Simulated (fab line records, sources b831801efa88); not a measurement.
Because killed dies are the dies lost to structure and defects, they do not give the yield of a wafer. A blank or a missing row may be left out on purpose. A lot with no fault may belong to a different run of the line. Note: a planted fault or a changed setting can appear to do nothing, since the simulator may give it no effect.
Which tool is to blame? | flow sky130 | 42 wafers from 14 lots sampled at 5 of the route's 708 steps

WHAT EACH GAUGE READ, for each wafer
SKY_CAP2M_RS_MEAS_03: a four-point-probe measurement. Usual: for CAP2M_TIN_RS the level is 6.92 ohm/sq and the standard deviation is 0.072.
lot  | measured     | on            | CAP2M_TIN_RS (ohm/sq) | flag
L793 | day 38 23:58 | film metro-03 | 6.85 6.87 6.89        |
L795 | day 39 18:56 | film metro-01 | 6.89 6.92 6.86        |
L796 | day 40 08:32 | film metro-01 | 7.12 6.99 6.96        |
L798 | day 40 19:23 | film metro-03 | 6.81 6.80 6.88        |
L799 | day 41 03:32 | film metro-01 | 6.89 6.85 6.92        |
L800 | day 41 15:35 | film metro-03 | 6.83 6.89 6.86        |
L805 | day 42 23:07 | film metro-01 | 6.85 6.85 6.96        |
L809 | day 45 06:04 | film metro-01 | 6.93 6.93 6.93        |
L811 | day 45 16:16 | film metro-04 | 7.03 6.91 6.90        |
L812 | day 45 17:48 | film metro-01 | 6.98 6.92 6.96        |
L814 | day 46 03:09 | film metro-04 | 6.84 6.84 6.89        |
L813 | day 46 09:16 | film metro-01 | 6.97 7.01 6.97        |
L816 | day 46 09:49 | film metro-01 | 7.01 6.91 7.03        |
L815 | day 46 15:18 | film metro-04 | 7.02 6.93 6.96        |

SKY_VIA4_BOW_MEAS_03. Usual: for VIA4_BOW the level is 77 um and the standard deviation is 7.8.
lot  | measured     | on            | VIA4_BOW (um)  | flag
L793 | day 41 04:07 | film metro-04 | 78 62 87       |
L795 | day 41 22:59 | film metro-02 | 82 73 70       |
L796 | day 42 10:58 | film metro-02 | 77 71 81       |
L798 | day 42 21:51 | film metro-04 | 80 77 77       |
L799 | day 43 04:26 | film metro-04 | 79 80 64 - - - |
L800 | day 43 14:58 | film metro-02 | 85 84 84 - - - |
L805 | day 44 21:31 | film metro-04 | 80 68 79       |
L809 | day 47 00:56 | film metro-03 | 88 80 87       |
L811 | day 47 10:40 | film metro-02 | 83 79 76       |
L812 | day 47 12:29 | film metro-04 | 79 73 54       |
L814 | day 47 21:33 | film metro-04 | 94 84 90       |
L813 | day 48 01:44 | film metro-04 | 75 74 85       |
L816 | day 48 02:49 | film metro-02 | 68 79 75       |
L815 | day 48 09:34 | film metro-03 | 62 73 63       |

WHAT TOOL EACH LOT RAN ON (gives the tool, then ch and the chambers of the sampled wafers, and finally the start)
lot  | SKY_VIA3_CMP_24               | SKY_METAL4_SPUTTER_02        | SKY_VIA4_CMP_02
L793 | cmp-02 ch 0,3, day 38 23:18   | pvd sputter-03, day 38 23:39 | cmp-02 ch 0,1,3, day 41 03:48
L795 | cmp-01 ch 0,1, day 39 18:15   | pvd sputter-03, day 39 18:36 | cmp-01 ch 1,3, day 41 22:39
L796 | cmp-01 ch 0,1,2, day 40 07:56 | pvd sputter-03, day 40 08:14 | cmp-02 ch 1,2,3, day 42 10:39
L798 | cmp-01 ch 0,2,3, day 40 18:46 | pvd sputter-01, day 40 19:04 | cmp-02 ch 0,1,2, day 42 21:35
L799 | cmp-02 ch 0,2,3, day 41 02:59 | pvd sputter-01, day 41 03:14 | cmp-02 ch 0,1,2, day 43 04:08
L800 | cmp-01 ch 1,3, day 41 14:57   | pvd sputter-01, day 41 15:15 | cmp-02 ch 0,3, day 43 14:37
L805 | cmp-02 ch 0,2,3, day 42 22:31 | pvd sputter-01, day 42 22:49 | cmp-01 ch 0,1,2, day 44 21:13
L809 | cmp-01 ch 1,2,3, day 45 05:28 | pvd sputter-04, day 45 05:46 | cmp-02 ch 0,2,3, day 47 00:38
L811 | cmp-02 ch 0,2,3, day 45 15:35 | pvd sputter-04, day 45 15:56 | cmp-02 ch 1,2,3, day 47 10:23
L812 | cmp-01 ch 0,1, day 45 17:13   | pvd sputter-03, day 45 17:31 | cmp-02 ch 0,1, day 47 12:11
L814 | cmp-02 ch 1,2,3, day 46 02:30 | pvd sputter-03, day 46 02:51 | cmp-01 ch 0,1,2, day 47 21:15
L813 | cmp-02 ch 0,2,3, day 46 08:37 | pvd sputter-01, day 46 08:58 | cmp-01 ch 0,1,2, day 48 01:29
L816 | cmp-01 ch 2,3, day 46 09:11   | pvd sputter-01, day 46 09:32 | cmp-01 ch 1,2, day 48 02:31
L815 | cmp-01 ch 0,3, day 46 14:37   | pvd sputter-04, day 46 14:58 | cmp-02 ch 0,1,2, day 48 09:20
- SKY_VIA3_CMP_24: polishes, stops on SiO2, t overpolish 20 s, target thk 0 nm.
- SKY_METAL4_SPUTTER_02: material AlCu, target thk 735 nm, time 39.1 s.
- SKY_VIA4_CMP_02: polishes SiO2.

AS READ BY THE TOOLS THEMSELVES (means over the sampled wafers that have a number; for cases with no such wafer, the mark the record gives instead)
SKY_VIA3_CMP_24. Usual: edge zone pressure frac 1.000, standard deviation 0.0051; motor current A 11.8 A, standard deviation 0.75; overpolish run s 19.999 s, standard deviation 0.0095; platen rpm 60.00 rpm, standard deviation 0.04; time to endpoint s 94 s, standard deviation 4.4.
lot  | tool   | edge zone pressure frac | motor current A (A) | overpolish run s (s) | platen rpm (rpm) | time to endpoint s (s) | flag
L793 | cmp-02 | 0.999                   | 11.2                | 20.007               | 60.01            | 93                     |
L795 | cmp-01 | 1.006                   | 11.2                | 20.003               | 59.99            | 97                     |
L796 | cmp-01 | 0.998                   | 11.5                | 19.988               | 59.98            | 92                     |
L798 | cmp-01 | 1.003                   | 12.1                | 19.999               | 59.99            | 92                     |
L799 | cmp-02 | 1.001                   | 12.1                | 19.995               | 60.00            | 99                     |
L800 | cmp-01 | 0.996                   | 11.5                | 20.001               | 59.97            | 90                     |
L805 | cmp-02 | 0.996                   | 11.9                | 19.998               | 59.97            | 92                     |
L809 | cmp-01 | 1.004                   | 12.0                | 20.000               | 60.04            | 90                     |
L811 | cmp-02 | 1.000                   | 12.2                | 20.004               | 59.99            | 95                     |
L812 | cmp-01 | 0.998                   | 11.4                | 20.007               | 59.97            | 90                     |
L814 | cmp-02 | 1.004                   | 11.6                | 19.996               | 59.98            | 98                     |
L813 | cmp-02 | 0.998                   | 11.8                | 20.008               | 60.01            | 94                     |
L816 | cmp-01 | 1.002                   | 11.7                | 19.997               | 59.97            | 93                     |
L815 | cmp-01 | 1.003                   | 11.6                | 19.988               | 59.99            | 91                     |

SKY_METAL4_SPUTTER_02. Usual: 30.2 % for throttle valve pct, sd 1.2.
lot  | tool           | throttle valve pct (%) | flag
L793 | pvd sputter-03 | 31.0                   |
L795 | pvd sputter-03 | 29.6                   |
L796 | pvd sputter-03 | 30.0                   |
L798 | pvd sputter-01 | 30.7                   |
L799 | pvd sputter-01 | 29.7                   |
L800 | pvd sputter-01 | 29.1                   |
L805 | pvd sputter-01 | 29.9                   |
L809 | pvd sputter-04 | 30.5                   |
L811 | pvd sputter-04 | 30.4                   |
L812 | pvd sputter-03 | 31.2                   |
L814 | pvd sputter-03 | 31.2                   |
L813 | pvd sputter-01 | 30.7                   |
L816 | pvd sputter-01 | 29.4                   |
L815 | pvd sputter-04 | 29.5                   |

SKY_VIA4_CMP_02. Usual: edge zone pressure frac 1.000, standard deviation 0.0052; motor current A 12.8 A, standard deviation 0.85; platen rpm 60.00 rpm, standard deviation 0.043.
lot  | tool   | edge zone pressure frac | motor current A (A) | platen rpm (rpm) | flag
L793 | cmp-02 | 1.002                   | 12.2                | 59.99            |
L795 | cmp-01 | 0.996                   | 12.0                | 60.00            |
L796 | cmp-02 | 1.000                   | 12.5                | 60.00            |
L798 | cmp-02 | 1.000                   | 13.0                | 59.99            |
L799 | cmp-02 | 0.998                   | 13.6                | 59.99            |
L800 | cmp-02 | 0.999                   | 12.6                | 60.01            |
L805 | cmp-01 | 1.004                   | 12.3                | 60.00            |
L809 | cmp-02 | 1.001                   | 13.1                | 59.99            |
L811 | cmp-02 | 1.002                   | 13.1                | 60.05            |
L812 | cmp-02 | 1.001                   | 13.2                | 59.98            |
L814 | cmp-01 | 1.002                   | 13.0                | 60.01            |
L813 | cmp-01 | 1.000                   | 12.8                | 60.03            |
L816 | cmp-01 | 0.995                   | 13.2                | 59.97            |
L815 | cmp-02 | 1.001                   | 13.9                | 60.01            |

THE ANSWER, worked out from the rows above alone
Rule: take the mean of a lot's wafers that have a number; if it is more than 3 standard deviations from the usual mean, the lot is off. A lot without any number at a reading at which 4 lots or more have one is off too. Where the step has rows for the other lots, those lots are counted as sound. Order of review: gauges by route order, followed by the tools' own readings, for which a lot's mean as printed above is used. The first step at which some lot is off is used, and at that step the reading that is off furthest; a lot without a number counts as furthest.
No lot is off on any of the readings shown, so nothing can be concluded from this.

WHAT THE SIMULATOR HAD INSERTED
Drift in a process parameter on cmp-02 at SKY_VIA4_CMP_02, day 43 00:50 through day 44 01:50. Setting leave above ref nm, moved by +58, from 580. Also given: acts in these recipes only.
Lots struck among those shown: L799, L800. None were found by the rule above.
